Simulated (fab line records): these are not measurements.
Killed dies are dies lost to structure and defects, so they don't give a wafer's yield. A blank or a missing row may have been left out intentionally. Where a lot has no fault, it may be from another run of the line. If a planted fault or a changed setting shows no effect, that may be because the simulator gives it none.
Matching of chambers + flow gf180mcu + GF_V3_CMP_04 on cmp-01 has 4 sister chambers
The step polishes SiO2. 14 wafers are shown with their chamber, then 7 later ones without.

== WAFERS, EACH WITH ITS CHAMBER ==
| wafer  | chamber | motorCurrentA (A) | timeToEndpointS (s) | edgeZonePressureFrac |
|--------|---------|-------------------|---------------------|----------------------|
| L648.2 | 0       | 14.1              | 78                  | 0.997                |
| L648.4 | 3       | 11.0              | 77                  | 0.997                |
| L648.6 | 3       | 10.9              | 73                  | 0.991                |
| L653.1 | 2       | 12.5              | 73                  | 0.991                |
| L653.3 | 1       | 11.5              | 82                  | 0.996                |
| L653.4 | 3       | 10.8              | 83                  | 0.991                |
| L656.1 | 2       | 12.0              | 69                  | 1.000                |
| L656.5 | 1       | 11.7              | 78                  | 0.995                |
| L656.6 | 0       | 14.3              | 83                  | 0.996                |
| L660.1 | 1       | 12.2              | 76                  | 0.998                |
| L660.2 | 3       | 10.8              | 78                  | 0.996                |
| L660.6 | 2       | 12.4              | 84                  | 0.998                |
| L661.1 | 1       | 11.5              | 80                  | 0.996                |
| L661.2 | 3       | 11.0              | 72                  | 1.002                |

SIGNATURES (averages over the wafers above)
| reading              | chamber 0 | chamber 1 | chamber 2 | chamber 3 | scatter within a chamber |
|----------------------|-----------|-----------|-----------|-----------|--------------------------|
| motorCurrentA        | 14.200    | 11.725    | 12.300    | 10.900    | 0.23                     |
| timeToEndpointS      | 80.50     | 79.00     | 75.33     | 76.60     | 4.8                      |
| edgeZonePressureFrac | 0.99650   | 0.99625   | 0.99633   | 0.99540   | 0.00368                  |
Rule: a wafer lies at a distance from a chamber equal to the root of the sum of squares, over the readings, of (its reading less the chamber's mean, divided by the reading's scatter). The wafer belongs to the nearest chamber; if the next one is less than 2 further off, it can't be placed. The scatter: take each reading less its chamber's mean, square it, sum over the shown wafers, divide by the number of wafers less the number of chambers, and take the root.

== WAFERS MISSING THEIR CHAMBER ==
| wafer  | motorCurrentA (A) | timeToEndpointS (s) | edgeZonePressureFrac |
|--------|-------------------|---------------------|----------------------|
| L661.6 | 12.8              | 82                  | 1.002                |
| L663.2 | 13.3              | 84                  | 0.992                |
| L663.3 | 11.1              | 86                  | 0.998                |
| L663.6 | 10.8              | 77                  | 1.004                |
| L666.1 | 12.2              | 77                  | 0.992                |
| L666.2 | 13.8              | 83                  | 1.001                |
| L666.5 | 10.8              | 81                  | 0.997                |

== CHAMBER TAKEN BY EACH ==
| wafer  | from the rows above     | in truth |
|--------|-------------------------|----------|
| L661.6 | can't be placed: 2 or 1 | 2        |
| L663.2 | can't be placed: 0 or 2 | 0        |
| L663.3 | can't be placed: 3 or 1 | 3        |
| L663.6 | 3                       | 3        |
| L666.1 | can't be placed: 2 or 1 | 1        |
| L666.2 | 0                       | 0        |
| L666.5 | 3                       | 3        |
Correctly placed: 3 of 7. Cannot be placed on the basis of these rows: 4; the candidates contain the true chamber in 4. Placed wrongly: 0.
